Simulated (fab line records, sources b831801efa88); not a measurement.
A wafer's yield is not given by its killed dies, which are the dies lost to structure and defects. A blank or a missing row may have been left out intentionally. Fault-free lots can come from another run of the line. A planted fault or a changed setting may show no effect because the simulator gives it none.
A struck lot beside a sound one ; flow sky130 ; 31 out of 708 route steps
Sound: the wafers L233.2, L233.3, L233.4. Struck: wafer L242.4. (L242.2, L242.5 of the same lot were not struck and are left out.) The cause comes at the end.
For every step that has rows: the tool of each side, followed by ch and its chambers, followed by its first start. Under that, the readings that differ: sound wafers ; struck wafers ; difference of the means ; sigmas: that difference in standard deviations of wafers without a fault.
alike: same words and numbers on both sides, and readings whose means sit less than 2 such deviations apart. not compared: any withheld reading, any reading some wafer has no value for, any bound like >300 that may hide the same value, and any number with overlapping values for which the record gives no deviation.
A row with sigmas, a row that says differs or no value, or rows on one side alone: a step with any of these is where the two part. Numbers that have no deviation but don't overlap get no sigmas and don't part them. Lack of a reading on every wafer of one side parts them only where that side has two or more wafers.

SKY_LI_CONTACT_OVL_MEAS_13:
  sound: overlay-02 at day 30 16:10; struck: overlay-02 at day 33 09:07
  alike: LI_CONTACT_OVL
then, 2 steps without rows for these wafers: SKY_LI_CONTACT_ETCH_14 (etches BARC in N2/H2, stops on SiO2, time 45.9 s, target depth 60 nm); SKY_LI_CONTACT_ETCH_15 (etches PSG in C4F8/O2/Ar, stops on Si, target depth 600 nm).
SKY_LI_CONTACT_STRIP_16: strips in O2/N2.
  sound on plasma_asher-01 ch 0,1, day 30 16:19; struck on plasma_asher-04 ch 0, day 33 09:16
  alike: drypump_motor_current_A, oes_product_au, strip_time_to_endpoint_s
  not compared: rf_hours_counter_h
then, 2 steps without rows for these wafers: SKY_LI_CONTACT_CLEAN_17 (cleans in NMP, time 600 s); SKY_LI_CONTACT_PRE_CLEAN_18 (time 5.6 s).
SKY_LI_CONTACT_SPUTTER_19: material Ti, target thk 20 nm, time 106.37 s.
  sound: pvd_sputter-01 at day 30 16:37; struck: pvd_sputter-01 at day 33 09:34
  alike: throttle_valve_pct
then, 1 step without rows for these wafers: SKY_LI_CONTACT_SPUTTER_20 (material TiN, target thk 20 nm, time 80 s).
SKY_LI_CONTACT_CVD_21: deposits W, target thk 400 nm, time 120.56 s.
  sound on cvd_w-02 ch 0,1, day 30 16:46; struck on cvd_w-01 ch 1, day 33 09:42
  alike: heater_power_w
SKY_LI_CONTACT_RS_MEAS_22: a four-point-probe measurement.
  sound: film_metro-03 at day 30 16:55; struck: film_metro-02 at day 33 09:51
  alike: LI_CONTACT_W_RS
SKY_LI_CONTACT_THK_MEAS_23: measures by xrf.
  sound: film_metro-03 at day 30 17:02; struck: film_metro-02 at day 33 09:58
  alike: LI_CONTACT_W_THK
SKY_LI_CONTACT_CMP_24: polishes, stops on PSG, t overpolish 20 s, target thk 0 nm.
  sound on cmp-01 ch 0,1,2, day 30 17:08; struck on cmp-02 ch 1, day 33 10:01
reading;sound;struck;difference;sigmas
overpolish_run_s (s);19.996 20.003 19.998;20.025;+0.026;+3
  alike: motor_current_A, retaining_ring_pressure_frac, slurry_filter_dp_kPa, time_to_endpoint_s
SKY_LOCAL_INTERCONNECT_SPUTTER_00: material TiN, target thk 100 nm, time 83.3 s.
  sound: pvd_sputter-03 at day 30 17:23; struck: pvd_sputter-02 at day 33 10:19
reading;sound;struck;difference;sigmas
model.TiN_of_LOCAL_INTERCONNECT_SPUTTER_00.thk_nm (nm);100.2 100.3 101.1;38.88;-61.65;
  alike: throttle_valve_pct
SKY_LOCAL_INTERCONNECT_RS_MEAS_01: a four-point-probe measurement.
  sound: film_metro-03 at day 30 17:28; struck: film_metro-04 at day 33 10:23
reading;sound;struck;difference;sigmas
LOCAL_INTERCONNECT_TIN_RS (ohm/sq);14.11 14.12 14.00;39.07;+24.99;+99 or more
SKY_LOCAL_INTERCONNECT_THK_MEAS_02: measures by xrf.
  sound: film_metro-03 at day 30 17:34; struck: film_metro-04 at day 33 10:30
reading;sound;struck;difference;sigmas
LOCAL_INTERCONNECT_TIN_THK (nm);98.7 98.7 99.8;38.4;-60.7;-55
then, 8 steps without rows for these wafers: SKY_LOCAL_INTERCONNECT_DEHYDRATE_03 (time 60 s); SKY_LOCAL_INTERCONNECT_HMDS_04 (prime time 60 s); SKY_LOCAL_INTERCONNECT_COAT_05 (resist thk 60 nm); SKY_LOCAL_INTERCONNECT_COAT_06 (resist thk 450 nm); SKY_LOCAL_INTERCONNECT_SOFTBAKE_07 (time 90 s); SKY_LOCAL_INTERCONNECT_EXPOSE_08 (exposes mask LI1M, target cd 170 nm); SKY_LOCAL_INTERCONNECT_PEB_09; SKY_LOCAL_INTERCONNECT_DEVELOP_10 (develop time 60 s).
SKY_LOCAL_INTERCONNECT_CD_MEAS_11 targets a cd of 170 nm.
  sound: cd_sem-01 at day 31 17:42; struck: cd_sem-02 at day 34 12:28
  alike: cd_nm
SKY_LOCAL_INTERCONNECT_OVL_MEAS_12:
  sound: overlay-01 at day 31 17:49; struck: overlay-02 at day 34 12:34
  alike: LOCAL_INTERCONNECT_OVL
SKY_LOCAL_INTERCONNECT_ETCH_13: etches BARC in N2/H2, stops on SiO2, time 45.9 s, target depth 60 nm.
  sound on rie_metal-01 ch 0,1, day 31 17:50; struck on rie_metal-03 ch 1, day 34 12:36
  alike: drypump_motor_current_A, oes_product_au, throttle_valve_pct
  not compared: rf_hours_counter_h
SKY_LOCAL_INTERCONNECT_METAL_ETCH_14: etches TiN in Cl2/BCl3, stops on PSG, target depth 110 nm, time 31.4 s.
  sound on rie_metal-01 ch 0,1, day 31 17:54; struck on rie_metal-03 ch 1, day 34 12:40
reading;sound;struck;difference;sigmas
oes_product_au (a.u.);0.943 0.944 0.942;0.597;-0.346;-48
throttle_valve_pct (%);21.890 21.896 21.893;22.132;+0.239;+24
  alike: drypump_motor_current_A
  not compared: rf_hours_counter_h
then, 1 step without rows for these wafers: SKY_LOCAL_INTERCONNECT_STRIP_15 (strips in O2/N2).
SKY_LOCAL_INTERCONNECT_STRIP_16: strips in post etch residue remover, time 1200 s.
  sound on wet_bench-02 ch 0, day 31 18:03; struck on wet_bench-04 ch 2, day 34 12:49
reading;sound;struck;difference;sigmas
model.TiN_of_LOCAL_INTERCONNECT_SPUTTER_00.thk_nm (nm);99.78 99.88 100.7;38.46;-61.66;
then, 1 step without rows for these wafers: SKY_LOCAL_INTERCONNECT_CLEAN_17 (cleans in IPA, time 180 s).
-- record jumps: 14 days separate the struck wafers' starts on either side; left off in module LOCAL_INTERCONNECT, taken up again in module PAD_OPEN, whose first shown step is the route's number 708 --
SKY_PAD_OPEN_PROBE_99:
  sound: prober-02 at day 46 19:25; struck: prober-01 at day 48 17:45
reading;sound;struck;difference;sigmas
killed_at_M4_up;3 1 1;6;+4;+3
model.etest.res_li.line_ohm_um;75.68 76.28 74.73;192.8;+117.2;
model.etest.res_li.rs_ohm_sq;12.86 12.83 12.78;33.01;+20.19;
model.etest.mcon_chain.rc_ohm;16.53 16.65 16.77;25.46;+8.81;
  alike: killed_at_M0_to_M3, killed_at_contacts, killed_at_front_end, killed_at_other, killed_dies, killed_open, killed_short

## WHERE THEY PART
Last at SKY_PAD_OPEN_PROBE_99 as far as this record goes, first at SKY_LI_CONTACT_CMP_24.

WHY: what the simulator had put in
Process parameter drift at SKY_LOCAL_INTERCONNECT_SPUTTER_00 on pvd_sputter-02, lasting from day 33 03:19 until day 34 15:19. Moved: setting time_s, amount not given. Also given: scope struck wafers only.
